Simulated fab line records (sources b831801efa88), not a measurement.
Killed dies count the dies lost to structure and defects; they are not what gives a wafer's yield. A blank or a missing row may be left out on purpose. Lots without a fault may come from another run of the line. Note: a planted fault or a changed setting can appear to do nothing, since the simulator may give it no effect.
Matching of chambers	flow sky130	3 sister chambers for SKY_CAP2M_CVD_00 on pecvd-03
The step deposits SiO2, target thk 15.5 nm. 3 wafers are shown with their chamber, then 8 later ones without.

## EACH WAFER AND ITS CHAMBER
wafer	chamber	heaterPowerW (W)
L088.2	1	798
L088.6	0	545
L092.2	2	787

## WAFERS WITHOUT THEIR CHAMBER
wafer	heaterPowerW (W)
L092.5	584
L092.6	765
L094.2	857
L094.3	748
L094.5	647
L096.1	596
L096.3	666
L096.6	596

## WHICH CHAMBER EACH WENT THROUGH
wafer	from the rows above	in truth
L092.5	0	0
L092.6	can't be placed: 2 or 1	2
L094.2	can't be placed: 1 or 2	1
L094.3	can't be placed: 2 or 1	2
L094.5	can't be placed: 0 or 2 or 1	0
L096.1	0	0
L096.3	can't be placed: 0 or 2 or 1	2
L096.6	0	0
Placed correctly: 3 of 8. Not placeable from these rows: 5 (in 5, the candidates include the true chamber). Placed wrongly: 0.
How it was worked out, from the rows above alone: a wafer's distance from a chamber is the root of the sum, over the readings, of the square of ((its reading less the chamber's mean) divided by the reading's scatter). If the next closest chamber is less than 2 further off than the closest, the wafer can't be placed; otherwise it belongs to the closest. Each chamber's mean is taken over the wafers shown for it. The scatter (one wafer shown for each chamber): square how far every hidden wafer sits from the nearest shown wafer, average those squares and take the square root.
